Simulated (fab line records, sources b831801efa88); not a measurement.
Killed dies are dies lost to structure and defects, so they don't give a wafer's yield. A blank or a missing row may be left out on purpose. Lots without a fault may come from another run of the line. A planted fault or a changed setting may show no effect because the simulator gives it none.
One fault seen from 2 desks | flow gf180mcu | each desk has only its own numbers; what lay behind them comes last

THE TOOL OWNER'S DESK: rie_diel-04
The tool's own readings at GF_V5_ETCH_16 (etches BARC in N2/H2): means of the sampled wafers that have a number, for each lot that ran on this tool. A lot is out of limits, marked OUT, if its mean lies more than 4 standard deviations from the usual mean; the brackets give that distance.
Columns: A = drypump_motor_current_A at GF_V5_ETCH_16, usual 5.7 A; B = oes_product_au at GF_V5_ETCH_16, usual 0.854 a.u.; C = rf_fwd_power_W at GF_V5_ETCH_16, usual 495.0 W; D = throttle_valve_pct at GF_V5_ETCH_16, usual 13.225 %
lot  | first seen here | A   | B     | C                       | D
L924 | day 31 16:28    | 6.1 | 0.863 | 695.6 (+99 or more) OUT | 13.228
L926 | day 31 20:56    | 5.7 | 0.855 | 694.0 (+99 or more) OUT | 13.217
This desk's finding: out of limits on L924, L926; first on L924, day 31 16:28 (rf_fwd_power_W at GF_V5_ETCH_16). In limits: none.

THE METROLOGY DESK
What the gauges read, lot by lot, whatever tool the lot ran on: means of the sampled wafers that have a number. A lot is out of limits, marked OUT, if its mean lies more than 4 standard deviations from the usual mean; the brackets give that distance.
Columns: A = V5_BOW at GF_V5_BOW_MEAS_05, usual 133 um; B = cd_nm at GF_V5_CD_MEAS_14, usual 260.1 nm; C = V5_OVL at GF_V5_OVL_MEAS_15, usual 1 nm
lot  | first seen here | A   | B     | C
L912 | day 27 01:46    | 138 | 261.1 | 9
L914 | day 27 15:59    | 136 | 261.0 | 4
L924 | day 30 22:49    | 113 | 259.2 | 3
L926 | day 31 03:07    | 138 | 261.6 | 5
L927 | day 31 14:11    | 130 | 261.3 | 4
L933 | day 32 17:38    | 130 | 260.5 | -3
This desk's finding: nothing out of limits on any of the 6 lots.

PUT TOGETHER
The tool owner's desk could have raised an alarm at day 31 16:28, on L924, L926.
The metrology desk saw nothing out of limits.
The metrology desk has L924, L926 on record, within its limits.
Of the lots named, all ran GF_V5_ETCH_16 on rie_diel-04.

WHAT THE SIMULATOR HAD PUT IN
Process parameter drift: rie_diel-04, from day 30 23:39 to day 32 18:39, at GF_V5_ETCH_16. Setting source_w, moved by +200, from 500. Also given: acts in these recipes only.
Lots struck among those shown: L924, L926.
Hours from the fault's start to each desk's first reading out of limits: the tool owner's desk, 17.
